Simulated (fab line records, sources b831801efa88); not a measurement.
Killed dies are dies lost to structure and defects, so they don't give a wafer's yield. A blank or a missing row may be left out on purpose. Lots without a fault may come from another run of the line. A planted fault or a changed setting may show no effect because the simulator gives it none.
fab line records | flow sky130 | part 2 of 2: steps 26 to 37 of 37
record lots=5 wafers=15 last_day=49
route steps=708 shown LDD_LDN@299 SPACER@304 POLY_CUT@307 SD_P@320 RES_XHIGH@332
lots that met no fault: from a run of the same line without faults
start_h: hours from the record's first day to the start of the lot's first wafer shown | wait_h: hours since the lot's step before | " the same as in the row above | L1.1+2: a row that stands for several wafers | - no value, or no start given | * or withheld: withheld | < > ~ a bound
route shown NAME@n: a module of which the file shows steps, and the number in the route of the first | usual: mean/standard deviation of fault-free wafers | same: alike in all rows | chamber/n: place in a boat | sites: the reading at each site | _std_site: their standard deviation | _edge_site: outer sites' mean less inner sites' | radius_mm: how far each site lies from the wafer's centre | mask NAME#n: copy n | behind: the tool/chamber that last shaped the wafer | hold: why the lot was held/for how many hours/how that ended | device: the transistor (n, p or np) that didn't switch | end of line: the same wafers' tests at the end of the route | a step without rows: its recipe alone | killed: dies lost to structure and defects at the first sort, not the wafer's yield | map: a wafer's dies, x killed, . not, _ none there
set.NAME: the setting as run; set.NAME@STEP: as run at that earlier step | model.NAME: the simulator's own value behind a step, which no gauge read
lots at some steps of the route; a table a step, a row a wafer
services: from which hour (start_h, from the record's first day; less than 0 if before it) a tool's chamber was out of use, for how many hours, and why
## steps
# step SKY_SD_P_EXPOSE_04
# recipe mask_id=PSDM na=0.6 source_shape=conventional sigma_outer=0.6 polarization=unpolarized target_cd_nm=380 dose_mj=138
# usual focus_offset_nm=0.0/0.5
# same sigma_outer=0.6
# columns lot.wafer tool chamber start_h wait_h mask focus_offset_nm
L075.2 iline_stepper-01 0 - - PSDM#0 0.7
L075.3 " 0 " " PSDM#0 -0.8
L075.5 " 0 " " PSDM#0 0.3
L076.1 iline_stepper-02 0 - - PSDM#0 -0.2
L076.2 " 0 " " PSDM#0 -0.7
L076.6 " 0 " " PSDM#0 -0.6
L077.2 iline_stepper-01 0 - - PSDM#0 0.0
L077.3 " 0 " " PSDM#0 0.1
L077.6 " 0 " " PSDM#0 0.3
L078.1 iline_stepper-02 0 - - PSDM#0 -0.1
L078.2 " 0 " " PSDM#0 -0.2
L078.3 " 0 " " PSDM#0 -0.2
L091.1 iline_stepper-02 0 - - PSDM#0 0.5
L091.4 " 0 " " PSDM#0 -0.1
L091.5 " 0 " " PSDM#0 -0.1
# step SKY_SD_P_PEB_05
# recipe temp_c=withheld time_s=* resist=NOVOLAK
# columns lot.wafer tool chamber start_h wait_h
L075.2+3+5 litho_track-02 0 - -
L076.1+2+6 litho_track-01 0 - -
L077.2+3+6 litho_track-01 0 - -
L078.1+2+3 litho_track-03 0 - -
L091.1+4+5 litho_track-03 0 - -
# step SKY_SD_P_DEVELOP_06
# recipe resist=NOVOLAK developer=TMAH develop_time_s=60 dev_temp_c=23
# columns lot.wafer tool chamber start_h wait_h
L075.2+3+5 litho_track-02 0 600.35 0.1
L076.1+2+6 litho_track-01 0 608.81 0.1
L077.2+3+6 litho_track-01 0 618.98 0.1
L078.1+2+3 litho_track-03 0 635.15 0.1
L091.1+4+5 litho_track-03 0 728.20 0.1
# step SKY_SD_P_CD_MEAS_07
# recipe target_cd_nm=380
# usual cd_nm=380.3/1.9
# columns lot.wafer tool chamber start_h wait_h cd_nm
L075.2 cd_sem-02 - 600.50 0.1 380.6
L075.3 " - " " 380.2
L075.5 " - " " 381.5
L076.1 cd_sem-01 - 608.96 0.1 378.7
L076.2 " - " " 378.4
L076.6 " - " " 379.3
L077.2 cd_sem-01 - 619.13 0.1 379.6
L077.3 " - " " 381.0
L077.6 " - " " 379.5
L078.1 cd_sem-01 - 635.30 0.1 381.8
L078.2 " - " " 381.5
L078.3 " - " " 383.2
L091.1 cd_sem-01 - 728.35 0.1 378.9
L091.4 " - " " 380.4
L091.5 " - " " 380.3
# step SKY_SD_P_OVL_MEAS_08
# usual SD_P_OVL=0.1/1.4
# columns lot.wafer tool chamber start_h wait_h SD_P_OVL[nm]
L075.2 overlay-01 - 600.61 0.1 0.3
L075.3 " - " " 0.5
L075.5 " - " " -1.1
L076.1 overlay-02 - 609.08 0.1 -0.2
L076.2 " - " " -1.9
L076.6 " - " " -2.1
L077.2 overlay-02 - 619.23 0.1 0.2
L077.3 " - " " -0.6
L077.6 " - " " 0.2
L078.1 overlay-02 - 635.42 0.1 2.2
L078.2 " - " " 1.3
L078.3 " - " " 0.2
L091.1 overlay-02 - 728.47 0.1 -0.4
L091.4 " - " " 0.0
L091.5 " - " " 1.1
# step SKY_SD_P_IMPLANT_09
# recipe species=BF2 energy_kev=20 dose_cm2=3e+15 tilt_deg=0
# columns lot.wafer tool chamber start_h wait_h
L075.2+3+5 implanter-01 0 600.66 0.0
L076.1+2+6 implanter-04 0 609.11 0.0
L077.2+3+6 implanter-01 0 619.29 0.0
L078.1+2+3 implanter-01 0 635.46 0.0
L091.1+4+5 implanter-04 0 728.51 0.0
# step SKY_SD_P_STRIP_10
# recipe chemistry=O2/N2 power_w=1400 pressure_mtorr=1500 platen_temp_c=withheld o2_flow_sccm=3000 n2_flow_sccm=300 overash_fraction=0.5
# usual drypump_motor_current_A=5.7/0.4 oes_product_au=0.618/0.0046 strip_time_to_endpoint_s=17.49/0.04
# columns lot.wafer tool chamber start_h wait_h drypump_motor_current_A oes_product_au rf_hours_counter_h strip_time_to_endpoint_s
L075.2 plasma_asher-02 1 600.79 0.1 5.4 0.623 45 17.44
L075.3 " 0 " " 5.6 0.612 - 17.51
L075.5 " 0 " " 5.6 0.621 - 17.47
L076.1 plasma_asher-02 0 609.26 0.1 5.6 0.615 46 17.51
L076.2 " 1 " " 5.5 0.621 46 17.51
L076.6 " 1 " " 5.4 0.612 - 17.51
L077.2 plasma_asher-02 0 619.41 0.1 5.6 0.620 47 17.54
L077.3 " 0 " " 5.6 0.620 - 17.55
L077.6 " 0 " " 5.6 0.609 - 17.53
L078.1 plasma_asher-02 1 635.61 0.1 5.4 0.616 49 17.40
L078.2 " 0 " " 5.5 0.615 49 17.48
L078.3 " 1 " " 5.4 0.605 - 17.47
L091.1 plasma_asher-01 0 728.66 0.1 6.4 0.617 90 17.41
L091.4 " 1 " " 5.6 0.620 - 17.45
L091.5 " 0 " " 6.4 0.620 - 17.44
# step SKY_SD_P_TW_MEAS_11
# usual SD_P_TW=2811/18
# columns lot.wafer tool chamber start_h wait_h SD_P_TW
L075.2 film_metro-04 - 600.90 0.1 2792
L075.3 " - " " 2792
L075.5 " - " " 2810
L076.1 film_metro-01 - 609.36 0.1 2797
L076.2 " - " " 2795
L076.6 " - " " 2824
L077.2 film_metro-04 - 619.52 0.1 2779
L077.3 " - " " 2771
L077.6 " - " " 2795
L078.1 film_metro-01 - 635.71 0.1 2822
L078.2 " - " " 2806
L078.3 " - " " 2796
L091.1 film_metro-03 - 728.76 0.1 2849
L091.4 " - " " 2822
L091.5 " - " " 2833
# step SKY_RES_XHIGH_DEHYDRATE_00
# recipe temp_c=200 time_s=60
# usual plate_temp_C=200.04/0.16
# columns lot.wafer tool chamber start_h wait_h plate_temp_C
L075.2 litho_track-01 0 614.23 13.3 200.21
L075.3 " 0 " " 199.98
L075.5 " 0 " " 200.19
L076.1 litho_track-01 0 622.81 13.4 200.22
L076.2 " 0 " " 200.19
L076.6 " 0 " " 200.10
L077.2 litho_track-01 0 634.58 15.0 199.99
L077.3 " 0 " " 200.24
L077.6 " 0 " " 199.82
L078.1 litho_track-04 0 648.81 13.1 200.05
L078.2 " 0 " " 200.01
L078.3 " 0 " " 199.90
L091.1 litho_track-03 0 740.95 12.2 200.02
L091.4 " 0 " " 199.81
L091.5 " 0 " " 200.14
# step SKY_RES_XHIGH_HMDS_01
# recipe prime_time_s=60 prime_temp_c=120
# columns lot.wafer tool chamber start_h wait_h
L075.2+3+5 litho_track-01 0 614.38 0.1
L076.1+2+6 litho_track-01 0 622.96 0.1
L077.2+3+6 litho_track-01 0 634.73 0.1
L078.1+2+3 litho_track-04 0 648.96 0.1
L091.1+4+5 litho_track-03 0 741.10 0.1
# step SKY_RES_XHIGH_COAT_02
# recipe resist=NOVOLAK spin_rpm=3000 resist_thk_nm=1140
# usual dispense_pressure_kPa=49/4.4
# columns lot.wafer tool chamber start_h wait_h dispense_pressure_kPa
L075.2 litho_track-01 0 614.53 0.1 46
L075.3 " 0 " " 46
L075.5 " 0 " " 46
L076.1 litho_track-01 0 623.11 0.1 46
L076.2 " 0 " " 46
L076.6 " 0 " " 46
L077.2 litho_track-01 0 634.88 0.1 46
L077.3 " 0 " " 46
L077.6 " 0 " " 46
L078.1 litho_track-04 0 649.11 0.1 55
L078.2 " 0 " " 55
L078.3 " 0 " " 55
L091.1 litho_track-03 0 741.25 0.1 44
L091.4 " 0 " " 44
L091.5 " 0 " " 44
# step SKY_RES_XHIGH_SOFTBAKE_03
# recipe temp_c=90 time_s=60 resist=NOVOLAK
# usual plate_temp_C=89.98/0.12
# columns lot.wafer tool chamber start_h wait_h plate_temp_C
L075.2 litho_track-01 0 614.68 0.1 90.01
L075.3 " 0 " " 89.93
L075.5 " 0 " " 89.73
L076.1 litho_track-01 0 623.26 0.1 90.02
L076.2 " 0 " " 90.03
L076.6 " 0 " " 90.02
L077.2 litho_track-01 0 635.03 0.1 89.86
L077.3 " 0 " " 90.07
L077.6 " 0 " " 89.91
L078.1 litho_track-04 0 649.26 0.1 89.89
L078.2 " 0 " " 89.77
L078.3 " 0 " " 89.88
L091.1 litho_track-03 0 741.40 0.1 90.17
L091.4 " 0 " " 90.08
L091.5 " 0 " " 90.09
## services
# columns tool chamber start_h hours kind
rie_diel-02 1 515.47 8.6 repair
rie_diel-04 1 519.63 22.7 repair
implanter-01 - 522.79 3.4 pm
krf_scanner-02 - 527.10 1.0 pm
iline_stepper-02 - 530.46 2.3 repair
krf_scanner-02 - 541.60 0.4 repair
rie_diel-01 - 544.87 0.3 repair
implanter-01 - 551.24 1.9 repair
iline_stepper-02 - 555.69 2.1 pm
implanter-02 - 559.42 6.3 pm
rie_diel-01 - 565.64 2.8 pm
krf_scanner-02 - 599.91 0.8 pm
krf_scanner-02 - 601.68 1.3 pm
implanter-02 - 614.73 2.4 repair
plasma_asher-02 - 624.06 1.2 repair
implanter-02 - 656.64 3.3 pm
krf_scanner-02 - 677.06 0.5 repair
krf_scanner-02 - 678.57 0.8 repair
wet_bench-04 - 690.54 3.9 repair
krf_scanner-02 - 696.10 1.0 pm
plasma_asher-04 - 699.34 7.2 repair
plasma_asher-02 - 709.55 15.6 pm
implanter-02 - 715.91 0.5 repair
iline_stepper-02 - 729.19 1.7 pm
